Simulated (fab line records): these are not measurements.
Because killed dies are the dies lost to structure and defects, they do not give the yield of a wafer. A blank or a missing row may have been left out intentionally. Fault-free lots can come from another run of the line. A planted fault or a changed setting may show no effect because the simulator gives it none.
The tool behind it: which one? || flow sky130 || 36 wafers from 12 lots sampled at 5 of the route's 708 steps

== WHAT THE GAUGES READ, wafer by wafer ==
SKY_VT_ADJUST_NCORE_OVL_MEAS_08. Usual: VT_ADJUST_NCORE_OVL 0.3 nm, standard deviation 1.6.
{"lot": "L583", "measured": "day 8 16:32", "on": "overlay-02", "VT_ADJUST_NCORE_OVL (nm)": "-1.5 -1.6 -2.6", "flag": ""}
{"lot": "L584", "measured": "day 8 22:38", "on": "overlay-01", "VT_ADJUST_NCORE_OVL (nm)": "-0.1 0.3 0.9", "flag": ""}
{"lot": "L585", "measured": "day 9 06:23", "on": "overlay-01", "VT_ADJUST_NCORE_OVL (nm)": "0.4 -2.4 -0.1", "flag": ""}
{"lot": "L586", "measured": "day 9 12:48", "on": "overlay-02", "VT_ADJUST_NCORE_OVL (nm)": "-0.5 -0.5 0.1", "flag": ""}
{"lot": "L587", "measured": "day 9 17:41", "on": "overlay-01", "VT_ADJUST_NCORE_OVL (nm)": "2.2 1.6 1.1", "flag": ""}
{"lot": "L592", "measured": "day 11 05:23", "on": "overlay-01", "VT_ADJUST_NCORE_OVL (nm)": "1.4 2.9 1.1", "flag": ""}
{"lot": "L595", "measured": "day 12 03:47", "on": "overlay-01", "VT_ADJUST_NCORE_OVL (nm)": "1.1 1.4 1.0", "flag": ""}
{"lot": "L597", "measured": "day 12 16:47", "on": "overlay-01", "VT_ADJUST_NCORE_OVL (nm)": "-0.9 0.6 0.2", "flag": ""}
{"lot": "L599", "measured": "day 13 09:22", "on": "overlay-02", "VT_ADJUST_NCORE_OVL (nm)": "2.7 2.4 3.1", "flag": ""}
{"lot": "L603", "measured": "day 14 16:52", "on": "overlay-02", "VT_ADJUST_NCORE_OVL (nm)": "0.2 -2.9 -2.7", "flag": ""}
{"lot": "L604", "measured": "day 14 22:41", "on": "overlay-01", "VT_ADJUST_NCORE_OVL (nm)": "1.5 0.7 1.6", "flag": ""}
{"lot": "L606", "measured": "day 15 11:28", "on": "overlay-02", "VT_ADJUST_NCORE_OVL (nm)": "-0.8 -2.0 -0.4", "flag": ""}

SKY_POLY_GATE_CD_MEAS_13: the cd target is 150 nm. Usual: 150.3 nm for cd nm, sd 1.8.
{"lot": "L583", "measured": "day 16 14:40", "on": "cd sem-01", "cd nm (nm)": "147.8 148.7 147.9", "flag": ""}
{"lot": "L584", "measured": "day 16 16:10", "on": "cd sem-02", "cd nm (nm)": "151.1 151.5 151.5", "flag": ""}
{"lot": "L585", "measured": "day 17 06:23", "on": "cd sem-02", "cd nm (nm)": "149.0 149.1 148.7", "flag": ""}
{"lot": "L586", "measured": "day 17 11:42", "on": "cd sem-01", "cd nm (nm)": "150.8 150.8 150.6", "flag": ""}
{"lot": "L587", "measured": "day 17 17:59", "on": "cd sem-02", "cd nm (nm)": "149.5 149.7 150.7", "flag": ""}
{"lot": "L592", "measured": "day 19 20:07", "on": "cd sem-01", "cd nm (nm)": "150.6 150.0 151.7", "flag": ""}
{"lot": "L595", "measured": "day 21 00:39", "on": "cd sem-02", "cd nm (nm)": "149.7 150.8 150.1", "flag": ""}
{"lot": "L597", "measured": "day 21 15:48", "on": "cd sem-02", "cd nm (nm)": "149.0 150.3 149.6", "flag": ""}
{"lot": "L599", "measured": "day 22 12:58", "on": "cd sem-02", "cd nm (nm)": "154.0 153.7 152.3", "flag": ""}
{"lot": "L603", "measured": "day 23 20:55", "on": "cd sem-02", "cd nm (nm)": "148.1 148.4 149.4", "flag": ""}
{"lot": "L604", "measured": "day 24 06:26", "on": "cd sem-02", "cd nm (nm)": "151.6 150.0 151.1", "flag": ""}
{"lot": "L606", "measured": "day 24 22:21", "on": "cd sem-02", "cd nm (nm)": "149.8 148.4 148.7", "flag": ""}

SKY_LDD_HVN_TW_MEAS_10. Usual: LDD_HVN_TW 1446, standard deviation 15.
{"lot": "L583", "measured": "day 20 15:36", "on": "film metro-03", "LDD_HVN_TW": "1430 1442 1432", "flag": ""}
{"lot": "L584", "measured": "day 20 16:10", "on": "film metro-02", "LDD_HVN_TW": "1429 1428 1429", "flag": ""}
{"lot": "L585", "measured": "day 21 08:43", "on": "film metro-01", "LDD_HVN_TW": "1456 1458 1453", "flag": ""}
{"lot": "L586", "measured": "day 21 12:40", "on": "film metro-03", "LDD_HVN_TW": "1424 1421 1425", "flag": ""}
{"lot": "L587", "measured": "day 21 19:07", "on": "film metro-01", "LDD_HVN_TW": "1465 1458 1460", "flag": ""}
{"lot": "L592", "measured": "day 23 19:58", "on": "film metro-03", "LDD_HVN_TW": "1302 1302 1295 1294 1301 1297", "flag": "OFF"}
{"lot": "L595", "measured": "day 24 23:32", "on": "film metro-01", "LDD_HVN_TW": "1312 1327 1313 1315 1318 1325", "flag": "OFF"}
{"lot": "L597", "measured": "day 25 13:15", "on": "film metro-01", "LDD_HVN_TW": "1454 1458 1459", "flag": ""}
{"lot": "L599", "measured": "day 26 10:36", "on": "film metro-03", "LDD_HVN_TW": "1433 1435 1430", "flag": ""}
{"lot": "L603", "measured": "day 27 17:29", "on": "film metro-01", "LDD_HVN_TW": "1447 1447 1447", "flag": ""}
{"lot": "L604", "measured": "day 28 01:16", "on": "film metro-01", "LDD_HVN_TW": "1473 1460 1464", "flag": ""}
{"lot": "L606", "measured": "day 28 17:24", "on": "film metro-01", "LDD_HVN_TW": "1469 1460 1467", "flag": ""}

== EACH LOT AND THE TOOL THAT RAN IT (in order: tool; ch and the chambers of the sampled wafers; start) ==
{"lot": "L583", "SKY_POLY_GATE_ETCH_16": "rie diel-02 ch 0,1,3, day 16 14:55", "SKY_LDD_HVN_IMPLANT_08": "implanter-04 ch 0, day 20 15:21"}
{"lot": "L584", "SKY_POLY_GATE_ETCH_16": "rie diel-03 ch 0,1,3, day 16 16:23", "SKY_LDD_HVN_IMPLANT_08": "implanter-01 ch 0, day 20 15:56"}
{"lot": "L585", "SKY_POLY_GATE_ETCH_16": "rie diel-02 ch 0,1,2, day 17 06:36", "SKY_LDD_HVN_IMPLANT_08": "implanter-04 ch 0, day 21 08:28"}
{"lot": "L586", "SKY_POLY_GATE_ETCH_16": "rie diel-04 ch 0,1,3, day 17 11:54", "SKY_LDD_HVN_IMPLANT_08": "implanter-01 ch 0, day 21 12:27"}
{"lot": "L587", "SKY_POLY_GATE_ETCH_16": "rie diel-04 ch 0,1,2, day 17 18:13", "SKY_LDD_HVN_IMPLANT_08": "implanter-02 ch 0, day 21 18:53"}
{"lot": "L592", "SKY_POLY_GATE_ETCH_16": "rie diel-03 ch 2,3, day 19 20:20", "SKY_LDD_HVN_IMPLANT_08": "implanter-04 ch 0, day 23 19:44"}
{"lot": "L595", "SKY_POLY_GATE_ETCH_16": "rie diel-02 ch 1,3, day 21 00:53", "SKY_LDD_HVN_IMPLANT_08": "implanter-04 ch 0, day 24 23:17"}
{"lot": "L597", "SKY_POLY_GATE_ETCH_16": "rie diel-04 ch 0,2, day 21 16:02", "SKY_LDD_HVN_IMPLANT_08": "implanter-02 ch 0, day 25 13:00"}
{"lot": "L599", "SKY_POLY_GATE_ETCH_16": "rie diel-03 ch 0,2,3, day 22 13:13", "SKY_LDD_HVN_IMPLANT_08": "implanter-01 ch 0, day 26 10:21"}
{"lot": "L603", "SKY_POLY_GATE_ETCH_16": "rie diel-03 ch 2,3, day 23 21:10", "SKY_LDD_HVN_IMPLANT_08": "implanter-02 ch 0, day 27 17:14"}
{"lot": "L604", "SKY_POLY_GATE_ETCH_16": "rie diel-02 ch 1,2,3, day 24 06:39", "SKY_LDD_HVN_IMPLANT_08": "implanter-02 ch 0, day 28 01:01"}
{"lot": "L606", "SKY_POLY_GATE_ETCH_16": "rie diel-04 ch 2,3, day 24 22:35", "SKY_LDD_HVN_IMPLANT_08": "implanter-02 ch 0, day 28 17:09"}
- SKY_POLY_GATE_ETCH_16: etches Si3N4 in CH3F/O2, stops on poly-Si, time 147.5 s, target depth 75 nm.
- SKY_LDD_HVN_IMPLANT_08

== WHAT THE TOOLS THEMSELVES READ (means of the sampled wafers that have a number; where no wafer has one, the mark that the record gives instead) ==
SKY_POLY_GATE_ETCH_16. Usual: drypump motor current A 5.6 A, standard deviation 0.48; oes product au 0.641 a.u., standard deviation 0.0052; throttle valve pct 10.535 %, standard deviation 0.0098.
{"lot": "L583", "tool": "rie diel-02", "drypump motor current A (A)": 5.7, "oes product au (a.u.)": 0.649, "throttle valve pct (%)": 10.536, "flag": ""}
{"lot": "L584", "tool": "rie diel-03", "drypump motor current A (A)": 5.2, "oes product au (a.u.)": 0.640, "throttle valve pct (%)": 10.535, "flag": ""}
{"lot": "L585", "tool": "rie diel-02", "drypump motor current A (A)": 5.3, "oes product au (a.u.)": 0.635, "throttle valve pct (%)": 10.532, "flag": ""}
{"lot": "L586", "tool": "rie diel-04", "drypump motor current A (A)": 6.0, "oes product au (a.u.)": 0.635, "throttle valve pct (%)": 10.543, "flag": ""}
{"lot": "L587", "tool": "rie diel-04", "drypump motor current A (A)": 5.9, "oes product au (a.u.)": 0.644, "throttle valve pct (%)": 10.539, "flag": ""}
{"lot": "L592", "tool": "rie diel-03", "drypump motor current A (A)": 5.7, "oes product au (a.u.)": 0.636, "throttle valve pct (%)": 10.530, "flag": ""}
{"lot": "L595", "tool": "rie diel-02", "drypump motor current A (A)": 5.9, "oes product au (a.u.)": 0.642, "throttle valve pct (%)": 10.539, "flag": ""}
{"lot": "L597", "tool": "rie diel-04", "drypump motor current A (A)": 5.7, "oes product au (a.u.)": 0.642, "throttle valve pct (%)": 10.540, "flag": ""}
{"lot": "L599", "tool": "rie diel-03", "drypump motor current A (A)": 5.4, "oes product au (a.u.)": 0.646, "throttle valve pct (%)": 10.537, "flag": ""}
{"lot": "L603", "tool": "rie diel-03", "drypump motor current A (A)": 5.6, "oes product au (a.u.)": 0.640, "throttle valve pct (%)": 10.539, "flag": ""}
{"lot": "L604", "tool": "rie diel-02", "drypump motor current A (A)": 5.7, "oes product au (a.u.)": 0.643, "throttle valve pct (%)": 10.539, "flag": ""}
{"lot": "L606", "tool": "rie diel-04", "drypump motor current A (A)": 5.8, "oes product au (a.u.)": 0.642, "throttle valve pct (%)": 10.533, "flag": ""}

SKY_LDD_HVN_IMPLANT_08. Usual: 59.995 for beam energy keV, sd 0.019.
{"lot": "L583", "tool": "implanter-04", "beam energy keV": 59.993, "flag": ""}
{"lot": "L584", "tool": "implanter-01", "beam energy keV": 60.000, "flag": ""}
{"lot": "L585", "tool": "implanter-04", "beam energy keV": 59.996, "flag": ""}
{"lot": "L586", "tool": "implanter-01", "beam energy keV": 59.977, "flag": ""}
{"lot": "L587", "tool": "implanter-02", "beam energy keV": 59.996, "flag": ""}
{"lot": "L592", "tool": "implanter-04", "beam energy keV": 40.885, "flag": "OFF"}
{"lot": "L595", "tool": "implanter-04", "beam energy keV": 40.867, "flag": "OFF"}
{"lot": "L597", "tool": "implanter-02", "beam energy keV": 59.982, "flag": ""}
{"lot": "L599", "tool": "implanter-01", "beam energy keV": 59.993, "flag": ""}
{"lot": "L603", "tool": "implanter-02", "beam energy keV": 60.013, "flag": ""}
{"lot": "L604", "tool": "implanter-02", "beam energy keV": 59.979, "flag": ""}
{"lot": "L606", "tool": "implanter-02", "beam energy keV": 59.978, "flag": ""}

== THE ANSWER, worked out from the rows above alone ==
Rule: lot off if the mean of its wafers having a number is beyond 3 standard deviations from the usual mean. A lot without any number at a reading at which 4 lots or more have one is off too. The other lots that the step has rows for count as sound. Order of review: gauges by route order, followed by the tools' own readings, for which a lot's mean as printed above is used. At the first step where some lot is off, the reading lying furthest off is the one used; lots without a number count as furthest.
Off: at SKY_LDD_HVN_TW_MEAS_10 (LDD_HVN_TW), L592, L595.
If a tool, at a process step before that reading, ran all the lots that are off and no sound lot after the first of them, it fits. Not tried: the gauges at SKY_LDD_HVN_TW_MEAS_10; whatever is off there is also off at SKY_LDD_HVN_IMPLANT_08, on other tools, and gauge error can't account for it. One candidate fits, namely implanter-04 at SKY_LDD_HVN_IMPLANT_08. A fault onset in the window from L585 (day 21 08:28, its last sound lot) to L592 (day 23 19:44, its first lot off) fits.
On the lots that are off, the tool's own readings at SKY_LDD_HVN_IMPLANT_08 differ by more than 5 times the standard deviation of the sound lots' means, which bears it out; beam energy keV reads 40.876 there versus 59.991 on the sound lots.

== WHAT THE SIMULATOR PUT IN ==
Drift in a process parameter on implanter-04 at SKY_LDD_HVN_IMPLANT_08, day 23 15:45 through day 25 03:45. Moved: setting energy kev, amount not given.
Shown lots that were struck: L592, L595. The rule above reached the same finding.
